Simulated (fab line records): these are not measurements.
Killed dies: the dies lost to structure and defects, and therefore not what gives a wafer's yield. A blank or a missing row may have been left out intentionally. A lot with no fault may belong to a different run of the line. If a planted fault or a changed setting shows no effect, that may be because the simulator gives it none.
fab line records -- flow sfqLine
record: lots: 14, wafers: 41, lastDay: 94
route steps=325 shown JJ@194 M5@206 I5@236
lots untouched by any fault: they come from a run of this same line in which no faults occurred
startH: start of the lot's first displayed wafer, in hours after the record's first day -- waitH: how many hours have passed since the lot's step before this one -- " repeats the value in the row above -- L1.1+2: a single row standing in for several wafers -- - value missing, or start not given -- * or withheld: withheld -- < > ~ a bound
route shown NAME@n: a module of which the file shows steps, and the number in the route of the first -- usual: mean/standard deviation taken from wafers without a fault -- same: alike in all rows -- chamber/n: place in a boat -- sites: each site's reading -- _std_site: standard deviation across them -- _edge_site: mean of outer sites minus mean of inner sites -- radiusMm: for every site, how far away it sits from the centre of the wafer -- mask NAME#n: copy n -- behind: the most recent tool/chamber to have shaped the wafer -- hold: reason for holding the lot/hours on hold/outcome of the hold -- device: whichever transistor did not switch (one of n, p or np) -- end of line: the route-end tests of the same wafers -- a step given without rows: its recipe and nothing more -- killed: the dies lost at the first sort to structure and to defects; this is not the yield of the wafer -- map: a wafer's dies, x killed, . not, _ none there
set.NAME: the setting as run; set.NAME@STEP: as run at that earlier step -- model.NAME: the simulator's own value behind a step, which no gauge read
a sample of lots followed through the steps of the route, with each step as a table and each wafer as a row
services: a tool's chamber out of use, with start hour (startH, from the record's first day; less than 0 if before it), hours out, and reason
== steps ==
step: SFQ_TRILAYER_JJ_CE_ETCH_RIE_118
recipe: target: Nb, stopOn: Al2O3, maskMaterial: PR, taperDeg: 13.257, overEtchFrac: 0.15, timeS: 97.7, chemistry: SF6, targetDepthNm: 170, icpW: 600, biasW: 80, pressureMtorr: 10
usual: drypumpMotorCurrentA: 5.7/0.75, oesProductAu: 0.986/0.0073
lot.wafer,tool,chamber,startH,waitH,drypumpMotorCurrentA,oesProductAu,rfHoursCounterH
L608.2,rieMetal-02,0,1144.84,0.1,4.6,0.984,55
L608.3,rieMetal-02,1,1144.84,0.1,5.3,0.982,-
L608.5,rieMetal-02,0,1144.84,0.1,4.6,0.977,-
L609.3,rieMetal-01,0,1146.08,0.1,6.5,0.982,-
L609.5,rieMetal-01,1,1146.08,0.1,6.2,0.983,-
L609.6,rieMetal-01,0,1146.08,0.1,6.6,0.983,-
L610.2,rieMetal-04,1,1148.44,0.1,6.6,0.991,111
L610.3,rieMetal-04,1,1148.44,0.1,6.6,0.990,-
L610.5,rieMetal-04,0,1148.44,0.1,5.6,0.996,-
L611.1,rieMetal-01,0,1162.20,0.1,6.5,0.982,44
L611.5,rieMetal-01,0,1162.20,0.1,6.5,0.991,-
L611.6,rieMetal-01,1,1162.20,0.1,6.2,0.994,-
L612.2,rieMetal-02,0,1168.20,0.1,4.6,0.981,58
L612.3,rieMetal-02,1,1168.20,0.1,5.3,0.983,-
L612.4,rieMetal-02,0,1168.20,0.1,4.6,0.981,-
L613.5,rieMetal-02,1,1188.67,0.1,5.3,0.980,-
L613.6,rieMetal-02,0,1188.67,0.1,4.6,0.989,-
L614.1,rieMetal-02,0,1223.40,0.1,4.6,0.983,64
L614.2,rieMetal-02,1,1223.40,0.1,5.2,0.986,43
L614.4,rieMetal-02,1,1223.40,0.1,5.2,0.989,-
L617.1,rieMetal-01,1,1247.57,0.1,6.2,0.985,60
L617.2,rieMetal-01,0,1247.57,0.1,6.5,0.982,53
L617.5,rieMetal-01,0,1247.57,0.1,6.5,0.978,-
L621.1,rieMetal-02,0,1273.64,0.1,4.6,0.980,72
L621.5,rieMetal-02,0,1273.64,0.1,4.6,1.000,-
L621.6,rieMetal-02,1,1273.64,0.1,5.3,0.983,-
L622.1,rieMetal-04,0,1277.24,0.1,5.6,1.000,33
L622.2,rieMetal-04,1,1277.24,0.1,6.6,1.005,125
L622.5,rieMetal-04,1,1277.24,0.1,6.6,0.992,-
L625.1,rieMetal-02,0,1301.04,0.1,4.6,0.988,74
L625.2,rieMetal-02,1,1301.04,0.1,5.3,0.985,53
L625.3,rieMetal-02,1,1301.04,0.1,5.2,0.975,-
L626.1,rieMetal-04,1,1314.66,0.1,6.6,0.985,131
L626.2,rieMetal-04,0,1314.66,0.1,5.6,1.004,39
L626.4,rieMetal-04,0,1314.66,0.1,5.6,0.992,-
L627.1,rieMetal-02,1,1319.29,0.1,5.3,0.992,56
L627.5,rieMetal-02,0,1319.29,0.1,4.7,0.981,-
L627.6,rieMetal-02,1,1319.29,0.1,5.2,0.994,-
L628.1,rieMetal-01,1,1332.31,0.1,6.2,0.984,75
L628.4,rieMetal-01,1,1332.31,0.1,6.2,0.984,-
L628.5,rieMetal-01,0,1332.31,0.1,6.5,0.995,-
step: SFQ_TRILAYER_M5_ETCH_METAL_ETCH_126
recipe: target: Nb, stopOn: SiO2, maskMaterial: PR, overEtchFrac: 0.15, timeS: 203.2, chemistry: Cl2/BCl3, targetDepthNm: 265, icpW: 600, biasW: 80, pressureMtorr: 10
usual: drypumpMotorCurrentA: 6.2/0.37, oesProductAu: 0.728/0.0063, rfFwdPowerW: 597.8/2
lot.wafer,tool,chamber,startH,waitH,drypumpMotorCurrentA,oesProductAu,rfFwdPowerW,rfHoursCounterH
L608.2,rieMetal-04,0,1285.82,0.0,5.6,0.717,599.3,34
L608.3,rieMetal-04,1,1285.82,0.0,6.6,0.731,596.3,-
L608.5,rieMetal-04,1,1285.82,0.0,6.6,0.719,595.5,-
L609.3,rieMetal-03,0,1287.08,0.1,5.9,0.724,606.1,-
L609.5,rieMetal-03,1,1287.08,0.1,5.7,0.717,597.1,-
L609.6,rieMetal-03,0,1287.08,0.1,5.9,0.720,604.6,-
L610.2,rieMetal-04,0,1288.22,0.0,5.6,0.730,600.1,35
L610.3,rieMetal-04,1,1288.22,0.0,6.6,0.734,597.5,-
L610.5,rieMetal-04,1,1288.22,0.0,6.6,0.725,598.1,-
L611.1,rieMetal-01,1,1311.29,0.1,6.2,0.729,597.4,70
L611.5,rieMetal-01,1,1311.29,0.1,6.2,0.730,597.9,-
L611.6,rieMetal-01,1,1311.29,0.1,6.2,0.735,597.0,-
L612.2,rieMetal-01,1,1314.96,0.1,6.2,0.730,595.5,-
L612.3,rieMetal-01,1,1314.96,0.1,6.1,0.726,599.4,-
L612.4,rieMetal-01,1,1314.96,0.1,6.2,0.724,598.2,-
L613.5,rieMetal-03,0,1337.76,0.1,5.9,0.733,600.6,-
L613.6,rieMetal-03,1,1337.76,0.1,5.7,0.709,596.3,-
L614.1,rieMetal-03,0,1373.45,0.0,5.9,0.738,598.6,21
L614.2,rieMetal-03,1,1373.45,0.0,5.7,0.735,597.5,49
L614.4,rieMetal-03,1,1373.45,0.0,5.7,0.739,595.5,-
L617.1,rieMetal-01,1,1396.27,0.0,6.2,0.731,599.3,84
L617.2,rieMetal-01,0,1396.27,0.0,6.5,0.722,597.7,72
L617.5,rieMetal-01,1,1396.27,0.0,6.2,0.736,600.2,-
L621.1,rieMetal-01,0,1416.79,0.0,6.6,0.734,597.1,75
L621.5,rieMetal-01,1,1416.79,0.0,6.1,0.728,597.6,-
L621.6,rieMetal-01,0,1416.79,0.0,6.6,0.733,600.9,-
L622.1,rieMetal-01,0,1420.39,0.0,6.6,0.720,597.6,75
L622.2,rieMetal-01,1,1420.39,0.0,6.2,0.728,594.7,87
L622.5,rieMetal-01,0,1420.39,0.0,6.6,0.729,598.9,-
L625.1,rieMetal-04,0,1439.59,0.0,5.6,0.723,600.0,59
L625.2,rieMetal-04,1,1439.59,0.0,6.6,0.719,599.4,10
L625.3,rieMetal-04,1,1439.59,0.0,6.6,0.717,599.3,-
L626.1,rieMetal-01,1,1453.99,0.0,6.2,0.741,596.5,90
L626.2,rieMetal-01,0,1453.99,0.0,6.5,0.727,595.6,79
L626.4,rieMetal-01,1,1453.99,0.0,6.1,0.723,598.1,-
L627.1,rieMetal-04,0,1460.12,0.0,5.6,0.728,596.4,61
L627.5,rieMetal-04,1,1460.12,0.0,6.6,0.721,598.3,-
L627.6,rieMetal-04,0,1460.12,0.0,5.6,0.732,596.6,-
L628.1,rieMetal-04,1,1467.32,0.0,6.6,0.721,597.1,14
L628.4,rieMetal-04,1,1467.32,0.0,6.6,0.735,598.4,-
L628.5,rieMetal-04,1,1467.32,0.0,6.6,0.727,595.6,-
step: SFQ_TRILAYER_I5_BARC_OPEN_VIA_ETCH_200
recipe: maskMaterial: PR, chemistry: O2, targetDepthNm: 125, target: BARC, sourceW: 500, biasW: 80, pressureMtorr: 30, timeS: 41.7
usual: drypumpMotorCurrentA: 5.6/0.39, oesProductAu: 0.685/0.0047, rfFwdPowerW: 494.5/2
lot.wafer,tool,chamber,startH,waitH,drypumpMotorCurrentA,oesProductAu,rfFwdPowerW,rfHoursCounterH
L608.2,rieDiel-02,0,1577.53,0.0,5.6,0.682,492.5,5
L608.3,rieDiel-02,1,1577.53,0.0,5.5,0.683,493.9,14
L608.5,rieDiel-02,3,1577.53,0.0,5.2,0.683,497.4,-
L609.3,rieDiel-02,1,1581.25,0.0,5.5,0.691,496.9,15
L609.5,rieDiel-02,0,1581.25,0.0,5.7,0.686,490.3,-
L609.6,rieDiel-02,1,1581.25,0.0,5.5,0.682,495.7,-
L610.2,rieDiel-04,2,1582.45,0.0,6.0,0.683,495.3,11
L610.3,rieDiel-04,3,1582.45,0.0,5.6,0.681,494.6,17
L610.5,rieDiel-04,0,1582.45,0.0,5.0,0.684,494.7,-
L611.1,rieDiel-04,0,1593.25,0.0,5.0,0.698,492.2,13
L611.5,rieDiel-04,2,1593.25,0.0,6.0,0.680,494.6,-
L611.6,rieDiel-04,3,1593.25,0.0,5.6,0.687,495.1,-
L612.2,rieDiel-02,3,1599.25,0.0,5.2,0.686,496.5,12
L612.3,rieDiel-02,2,1599.25,0.0,6.3,0.695,496.6,12
L612.4,rieDiel-02,1,1599.25,0.0,5.5,0.688,496.7,15
L613.5,rieDiel-04,1,1611.27,0.0,5.2,0.686,495.8,-
L613.6,rieDiel-04,0,1611.27,0.0,5.0,0.686,491.9,-
L614.1,rieDiel-04,3,1639.55,0.0,5.6,0.684,494.9,18
L614.2,rieDiel-04,1,1639.55,0.0,5.2,0.689,495.2,9
L614.4,rieDiel-04,0,1639.55,0.0,5.0,0.679,493.2,13
L617.1,rieDiel-03,3,1670.36,0.0,5.1,0.681,493.0,20
L617.2,rieDiel-03,2,1670.36,0.0,5.6,0.685,494.6,5
L617.5,rieDiel-03,3,1670.36,0.0,5.1,0.680,492.1,-
L621.1,rieDiel-02,3,1701.56,0.0,5.2,0.691,497.4,13
L621.5,rieDiel-02,1,1701.56,0.0,5.5,0.680,493.2,-
L621.6,rieDiel-02,0,1701.56,0.0,5.6,0.684,493.5,-
L622.1,rieDiel-02,2,1707.56,0.0,6.3,0.677,495.3,13
L622.2,rieDiel-02,1,1707.56,0.0,5.5,0.679,495.6,16
L622.5,rieDiel-02,2,1707.56,0.0,6.3,0.677,494.3,-
L625.1,rieDiel-03,0,1720.76,0.0,5.9,0.685,491.8,7
L625.2,rieDiel-03,2,1720.76,0.0,5.6,0.685,494.0,6
L625.3,rieDiel-03,1,1720.76,0.0,5.8,0.683,493.2,16
L626.1,rieDiel-02,0,1727.96,0.0,5.6,0.681,491.5,7
L626.2,rieDiel-02,3,1727.96,0.0,5.2,0.684,497.1,13
L626.4,rieDiel-02,1,1727.96,0.0,5.5,0.685,495.1,17
L627.1,rieDiel-02,2,1735.16,0.0,6.3,0.682,495.5,14
L627.5,rieDiel-02,2,1735.16,0.0,6.3,0.681,491.8,-
L627.6,rieDiel-02,1,1735.16,0.0,5.5,0.680,494.8,-
L628.1,rieDiel-04,3,1736.36,0.0,5.6,0.686,496.6,1
L628.4,rieDiel-04,2,1736.36,0.0,6.0,0.687,497.7,13
L628.5,rieDiel-04,1,1736.36,0.0,5.1,0.682,494.4,-
step: SFQ_TRILAYER_I5_ETCH_VIA_ETCH_147
recipe: stopOn: Nb, maskMaterial: PR, chemistry: CHF3, targetDepthNm: 360, sourceW: 500, biasW: 80, pressureMtorr: 30, timeS: withheld
usual: drypumpMotorCurrentA: 5.6/0.39, oesProductAu: 0.990/0.0064, rfFwdPowerW: 498.4/1.5
lot.wafer,tool,chamber,startH,waitH,drypumpMotorCurrentA,oesProductAu,rfFwdPowerW
L608.2,rieDiel-02,0,1577.57,0.0,5.7,0.992,495.8
L608.3,rieDiel-02,1,1577.57,0.0,5.5,0.984,498.8
L608.5,rieDiel-02,3,1577.57,0.0,5.2,0.972,498.3
L609.3,rieDiel-02,1,1581.29,0.0,5.4,0.996,495.7
L609.5,rieDiel-02,0,1581.29,0.0,5.6,0.982,498.6
L609.6,rieDiel-02,1,1581.29,0.0,5.4,0.988,498.8
L610.2,rieDiel-04,2,1582.49,0.0,6.0,0.999,502.2
L610.3,rieDiel-04,3,1582.49,0.0,5.6,0.999,501.7
L610.5,rieDiel-04,0,1582.49,0.0,5.0,0.995,499.1
L611.1,rieDiel-04,0,1593.29,0.0,5.0,0.996,497.8
L611.5,rieDiel-04,2,1593.29,0.0,6.0,0.980,498.8
L611.6,rieDiel-04,3,1593.29,0.0,5.6,0.987,498.6
L612.2,rieDiel-02,3,1599.29,0.0,5.2,0.969,500.6
L612.3,rieDiel-02,2,1599.29,0.0,6.3,0.997,499.2
L612.4,rieDiel-02,1,1599.29,0.0,5.5,0.983,499.3
L613.5,rieDiel-04,1,1611.37,0.1,5.2,0.958,416.1
L613.6,rieDiel-04,0,1611.37,0.1,5.0,0.955,418.3
L614.1,rieDiel-04,3,1639.59,0.0,5.5,0.962,418.2
L614.2,rieDiel-04,1,1639.59,0.0,5.2,0.961,419.3
L614.4,rieDiel-04,0,1639.59,0.0,5.0,0.968,419.1
L617.1,rieDiel-03,3,1670.40,0.0,5.1,0.989,499.3
L617.2,rieDiel-03,2,1670.40,0.0,5.7,0.980,497.9
L617.5,rieDiel-03,3,1670.40,0.0,5.1,0.992,499.6
L621.1,rieDiel-02,3,1701.60,0.0,5.2,0.979,499.2
L621.5,rieDiel-02,1,1701.60,0.0,5.5,0.996,498.7
L621.6,rieDiel-02,0,1701.60,0.0,5.6,0.989,499.0
L622.1,rieDiel-02,2,1707.60,0.0,6.3,0.995,500.3
L622.2,rieDiel-02,1,1707.60,0.0,5.5,0.985,500.8
L622.5,rieDiel-02,2,1707.60,0.0,6.3,0.999,497.9
L625.1,rieDiel-03,0,1720.80,0.0,5.9,0.996,496.8
L625.2,rieDiel-03,2,1720.80,0.0,5.7,0.984,498.7
L625.3,rieDiel-03,1,1720.80,0.0,5.8,0.988,496.8
L626.1,rieDiel-02,0,1728.00,0.0,5.7,0.985,500.0
L626.2,rieDiel-02,3,1728.00,0.0,5.2,0.987,497.9
L626.4,rieDiel-02,1,1728.00,0.0,5.5,0.986,497.7
L627.1,rieDiel-02,2,1735.20,0.0,6.3,0.987,496.7
L627.5,rieDiel-02,2,1735.20,0.0,6.3,0.997,499.6
L627.6,rieDiel-02,1,1735.20,0.0,5.5,0.993,496.9
L628.1,rieDiel-04,3,1736.40,0.0,5.6,0.994,498.1
L628.4,rieDiel-04,2,1736.40,0.0,6.0,0.987,498.4
L628.5,rieDiel-04,1,1736.40,0.0,5.2,1.000,497.8
== services ==
tool,chamber,startH,hours,kind
rieDiel-02,-,1125.34,2.8,pm
rieMetal-01,1,1127.93,5.8,repair
rieDiel-04,3,1161.54,8.6,repair
rieDiel-02,3,1172.69,10.1,repair
rieDiel-02,2,1265.54,2.6,repair
rieMetal-01,0,1307.14,16.6,repair
rieMetal-01,-,1309.61,0.8,repair
rieDiel-02,-,1345.60,0.8,repair
rieDiel-02,2,1346.93,3.7,repair
rieDiel-02,0,1350.27,2.4,repair
rieDiel-04,-,1380.05,2.8,pm
rieDiel-04,1,1425.31,4.0,repair
rieMetal-01,0,1479.74,1.8,repair
rieDiel-04,-,1492.15,16.8,repair
rieDiel-04,-,1499.70,0.8,repair
rieDiel-04,-,1516.00,2.0,repair
rieDiel-02,1,1520.11,5.3,repair
rieDiel-04,3,1555.05,2.7,repair
rieMetal-01,-,1565.83,2.4,repair
rieDiel-02,2,1578.55,7.3,repair
rieDiel-04,-,1600.32,3.9,repair
rieMetal-01,1,1624.91,4.8,repair
rieDiel-02,-,1674.39,2.9,repair
rieDiel-02,0,1709.52,3.2,repair
== key ==
firstSign: step: SFQ_TRILAYER_I5_ETCH_VIA_ETCH_147, reading: rfFwdPowerW, direction: down, sigmas: 53, usual: 498.4, struck: 418.2
effect: step: SFQ_TRILAYER_I5_ETCH_VIA_ETCH_147, reading: oesProductAu, direction: down, sigmas: 4.6, usual: 0.990, struck: 0.961
metAt SFQ_TRILAYER_I5_ETCH_VIA_ETCH_147
struckLots L613,L614
notActingAt SFQ_TRILAYER_JJ_CE_ETCH_RIE_118,SFQ_TRILAYER_M5_ETCH_METAL_ETCH_126,SFQ_TRILAYER_I5_BARC_OPEN_VIA_ETCH_200
onsetBetween 1593.29 1611.37
fault: kind: processParameterDrift, tool: rieDiel-04, chamber: -, onsetH: 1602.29, steps: SFQ_TRILAYER_I5_ETCH_VIA_ETCH_147, channel: sourceW, offset: -80, shape: step, endH: 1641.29, actsIn: theseRecipesOnly, stated: 500
